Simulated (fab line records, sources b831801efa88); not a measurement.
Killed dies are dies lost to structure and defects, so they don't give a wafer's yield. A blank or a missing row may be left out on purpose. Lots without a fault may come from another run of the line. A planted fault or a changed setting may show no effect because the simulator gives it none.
Split-lot experiment | flow sfq_line | 5 lots, 23 wafers read, on a route of 325 steps

THE SPLIT
At SFQ_TRILAYER_M1_DEP_SPUTTER_037 (material Nb, target thk 200 nm, time 133.3 s), the setting time_s was moved away from the recipe's 133.3 s on 8 of the 23 wafers read, by -11.3% to +12.5%. The other wafers ran this setting at the recipe's value.

FROM THE SPLIT TO THE READING: what the file shows between them, 1 step
- SFQ_M1_RS_MEAS_909: measures by four-point-probe

THE READING
oes_product_au, in a.u., at SFQ_TRILAYER_M1_ETCH_METAL_ETCH_042 (etches Nb in Cl2/Ar, stops on SiO2, target depth 240 nm, time 120 s). Fault-free wafers of this fab line usually give 0.894 a.u., standard deviation 0.0071 a.u..

wafer  | tool, chamber at the split | time_s as run, s | against the recipe | oes_product_au, a.u. | against lot-mates on the recipe
L074.4 | pvd_sputter-04, -          | 133.3            | recipe             | 0.893                | -
L074.5 | pvd_sputter-04, -          | 133.3            | recipe             | 0.890                | -
L074.6 | pvd_sputter-04, -          | 133.3            | recipe             | 0.894                | -
L076.1 | pvd_sputter-06, -          | 133.3            | recipe             | 0.885                | -
L076.2 | pvd_sputter-06, -          | 133.3            | recipe             | 0.894                | -
L076.3 | pvd_sputter-06, -          | 150              | +12.5%             | 0.947                | +0.058
L076.4 | pvd_sputter-06, -          | 150              | +12.5%             | 0.952                | +0.063
L076.6 | pvd_sputter-06, -          | 133.3            | recipe             | 0.887                | -
L080.1 | pvd_sputter-04, -          | 118.3            | -11.3%             | 0.832                | -0.063
L080.2 | pvd_sputter-04, -          | 118.3            | -11.3%             | 0.843                | -0.052
L080.4 | pvd_sputter-04, -          | 118.3            | -11.3%             | 0.843                | -0.052
L080.5 | pvd_sputter-04, -          | 133.3            | recipe             | 0.898                | -
L080.6 | pvd_sputter-04, -          | 133.3            | recipe             | 0.891                | -
L084.2 | pvd_sputter-06, -          | 118.3            | -11.3%             | 0.831                | -0.070
L084.3 | pvd_sputter-06, -          | 118.3            | -11.3%             | 0.844                | -0.057
L084.4 | pvd_sputter-06, -          | 133.3            | recipe             | 0.896                | -
L084.5 | pvd_sputter-06, -          | 133.3            | recipe             | 0.906                | -
L084.6 | pvd_sputter-06, -          | 118.3            | -11.3%             | 0.825                | -0.076
L085.1 | pvd_sputter-04, -          | 133.3            | recipe             | 0.898                | -
L085.2 | pvd_sputter-04, -          | 133.3            | recipe             | 0.899                | -
L085.3 | pvd_sputter-04, -          | 133.3            | recipe             | 0.902                | -
L085.5 | pvd_sputter-04, -          | 133.3            | recipe             | 0.900                | -
L085.6 | pvd_sputter-04, -          | 133.3            | recipe             | 0.897                | -

THE FIT
A straight line over all 23 wafers: oes_product_au changes by +0.00491 a.u. for each +1% of time_s; r = +0.98; the points scatter about the line by 0.0066 a.u..
The same after taking each lot's own level away (the mean of its wafers on the recipe; 23 wafers): +0.00524 a.u. for each +1%; r = +0.99; scatter 0.0058 a.u..
On that fit, the largest move of time_s shifts the reading by 0.066 a.u..
The lots' own levels span 0.8887 to 0.9010 a.u., that is 1.7 times the standard deviation above.
So the lot-to-lot level changes the slope little: the two slopes agree.
Check: with one of the wafers moved furthest among these (+12.5%) left out of the fit, the line predicts +0.0667 a.u. for it against its lot-mates. It came out at +0.0583 a.u. against them.

OTHER SPLITS ON THESE WAFERS
These wafers also went through other splits before the reading. Each is held against what the fit with the lots' levels taken away leaves over:
other split on the same wafers                  | wafers away from the commonest value | r with oes_product_au (lot level and that fit taken away)
SFQ_TRILAYER_L0_DEP_SPUTTER_003 time_s          | 11                                   | -0.08
SFQ_TRILAYER_L0_BARC_OPEN_METAL_ETCH_010 icp_w  | 8                                    | -0.31
SFQ_TRILAYER_L0_VIA_LITHO_COAT_018 spin_rpm     | 7                                    | -0.52
SFQ_TRILAYER_M0_LITHO_COAT_021 resist_thk_nm    | 8                                    | -0.09
SFQ_TRILAYER_M0_BARC_OPEN_METAL_ETCH_031 bias_w | 5                                    | -0.22
SFQ_TRILAYER_I0_VIA_LITHO_PEB_034 peb_temp_c    | 9                                    | +0.25

THE WHOLE CHAIN: every reading that the file lists as answering this split, in the file's order
step                                | what it does                                                        | reading                                                                                   | change (the file's fit)                   | r (the file's)
SFQ_TRILAYER_M1_DEP_SPUTTER_037     | material Nb, target thk 200 nm, time 133.3 s                        | Nb_of_TRILAYER_M1_DEP_SPUTTER_037.thk_nm (the simulator's own value, which no gauge read) | +2.06 nm for each +1% of the setting      | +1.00
SFQ_M1_RS_MEAS_909                  | measures by four-point-probe                                        | M1_NB_RS                                                                                  | -0.00957 for each +1% of the setting      | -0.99
SFQ_TRILAYER_M1_ETCH_METAL_ETCH_042 | etches Nb in Cl2/Ar, stops on SiO2, target depth 240 nm, time 120 s | oes_product_au                                                                            | +0.00524 a.u. for each +1% of the setting | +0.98

THE FILE'S OWN FIT
oes_product_au changes by +0.00524 a.u. for each +1% of time_s, r = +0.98.
